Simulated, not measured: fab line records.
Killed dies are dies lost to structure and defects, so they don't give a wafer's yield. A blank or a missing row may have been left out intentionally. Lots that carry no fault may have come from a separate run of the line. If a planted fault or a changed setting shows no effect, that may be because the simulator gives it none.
A lot that was struck, set against a sound lot / flow gf180mcu / 23 out of 602 route steps
Sound: these wafers, L614.2, L614.5, L614.6. Struck: wafer L605.3 (left out: L605.4, L605.5 of the same lot, which were not struck); the cause appears at the end.
Per side, at each step with rows, come the tool, then ch with its chambers, and then its first start. Under that, the readings that differ: sound wafers / struck wafers / difference of the means / sigmas: that difference in standard deviations of wafers without a fault.
alike: readings with means less than 2 such deviations apart, plus words and numbers identical on both sides. not compared: withheld readings, readings lacking a value on some wafer, bounds such as >300 that could conceal the same value, and numbers that have no deviation in the record and whose values overlap.
Wherever a step has rows on one side only, a row that says differs or no value, or a row with sigmas, the two part there. Non-overlapping numbers with no deviation appear without sigmas and do not part them. A reading missing from all wafers of one side parts the sides only when that side holds two or more wafers.

GF_CONTACT_RS_MEAS_25: measures by four-point-probe.
  sound on film-metro-02 at day 22 04:30; struck on film-metro-02 at day 18 07:27
  alike: CONTACT_W_RS
GF_CONTACT_THK_MEAS_26: measures by xrf.
  sound on film-metro-02 at day 22 04:37; struck on film-metro-02 at day 18 07:33
  alike: CONTACT_W_THK
GF_CONTACT_CMP_27: polishes, stops on SiO2, t overpolish 15 s, target thk 0 nm.
  sound on cmp-02 ch 1,2, day 22 04:40; struck on cmp-02 ch 0, day 18 07:47
reading=motor-current-A (A); sound=10.0 10.2 10.0; struck=13.0; difference=+2.9; sigmas=+2
reading=time-to-endpoint-s (s); sound=71 68 71; struck=78; difference=+8; sigmas=+2
  alike: overpolish-run-s
GF_M1_SPUTTER_00: material Ti, target thk 37.5 nm, time 150 s.
  sound on pvd-sputter-04 at day 22 04:58; struck on pvd-sputter-01 at day 18 08:05
  alike: throttle-valve-pct
then, 1 step without rows for these wafers: GF_M1_SPUTTER_01 (material TiN, target thk 30 nm, time 25 s).
GF_M1_SPUTTER_02: material AlCu, target thk 450 nm, time 23.9 s.
  sound on pvd-sputter-04 at day 22 05:05; struck on pvd-sputter-01 at day 18 08:13
  alike: throttle-valve-pct
GF_M1_SPUTTER_03: material Ti, target thk 10 nm, time 6.7 s.
  sound on pvd-sputter-04 at day 22 05:07; struck on pvd-sputter-01 at day 18 08:15
  alike: throttle-valve-pct
GF_M1_SPUTTER_04: material TiN, target thk 50 nm, time 41.7 s.
  sound on pvd-sputter-04 at day 22 05:08; struck on pvd-sputter-01 at day 18 08:16
  alike: throttle-valve-pct
GF_M1_RS_MEAS_05: measures by four-point-probe.
  sound on film-metro-03 at day 22 05:12; struck on film-metro-02 at day 18 08:21
  alike: M1_ALCU_RS
GF_M1_THK_MEAS_06: measures by xrf.
  sound on film-metro-03 at day 22 05:19; struck on film-metro-02 at day 18 08:27
  alike: M1_ALCU_THK
then, 2 steps without rows for these wafers: GF_M1_DEHYDRATE_07 (time 60 s); GF_M1_HMDS_08 (prime time 60 s).
GF_M1_COAT_09: resist thk 1000 nm.
  sound on litho-track-02 ch 0, day 22 16:59; struck on litho-track-01 ch 0, day 18 20:34
reading=model.KrF_of_M1_COAT_09.thk-nm (nm); sound=998.2 999.6 1003; struck=1041; difference=+41; sigmas=
then, 4 steps without rows for these wafers: GF_M1_SOFTBAKE_10 (time 60 s); GF_M1_EXPOSE_11 (exposes mask Metal1, target cd 230 nm); GF_M1_PEB_12 (peb time 90 s); GF_M1_DEVELOP_13 (develop time 60 s).
GF_M1_CD_MEAS_14: the cd target is 230 nm.
  sound on cd-sem-02 at day 23 04:46; struck on cd-sem-01 at day 19 08:45
reading=cd-nm (nm); sound=228.3 227.9 227.9; struck=231.7; difference=+3.7; sigmas=+3
GF_M1_OVL_MEAS_15:
  sound on overlay-01 at day 23 04:53; struck on overlay-01 at day 19 08:50
  alike: M1_OVL
GF_M1_METAL_ETCH_16: etches the open film in Cl2/BCl3, stops on SiO2, target depth 750.8 nm, time 125.1 s.
  sound on rie-metal-01 ch 0,1, day 23 04:55; struck on rie-metal-02 ch 1, day 19 08:55
reading=model.KrF_of_M1_COAT_09.thk-nm (nm); sound=683.2 682.8 685.2; struck=730.7; difference=+47.0; sigmas=
  alike: drypump-motor-current-A, oes-product-au, throttle-valve-pct
  not compared: rf-hours-counter-h
GF_M1_STRIP_17: strips in O2/N2.
  sound on plasma-asher-04 ch 0,1, day 23 05:02; struck on plasma-asher-02 ch 0, day 19 09:02
reading=oes-product-au (a.u.); sound=0.525 0.538 0.541; struck=0.559; difference=+0.024; sigmas=+4
reading=strip-time-to-endpoint-s (s); sound=7.37 7.36 7.39; struck=7.84; difference=+0.47; sigmas=+8
  alike: drypump-motor-current-A, heater-power-w
  not compared: rf-hours-counter-h
then, 1 step without rows for these wafers: GF_M1_STRIP_18 (strips in post etch residue remover, time 1200 s).
GF_PASSIVATION_PROBE_99:
  the record holds rows for the sound wafers here (prober-01, day 33 16:30) but none for the struck ones

## WHERE THEY PART
Last at GF_PASSIVATION_PROBE_99 as far as this record goes, first at GF_CONTACT_CMP_27.

WHY: what the simulator had put in
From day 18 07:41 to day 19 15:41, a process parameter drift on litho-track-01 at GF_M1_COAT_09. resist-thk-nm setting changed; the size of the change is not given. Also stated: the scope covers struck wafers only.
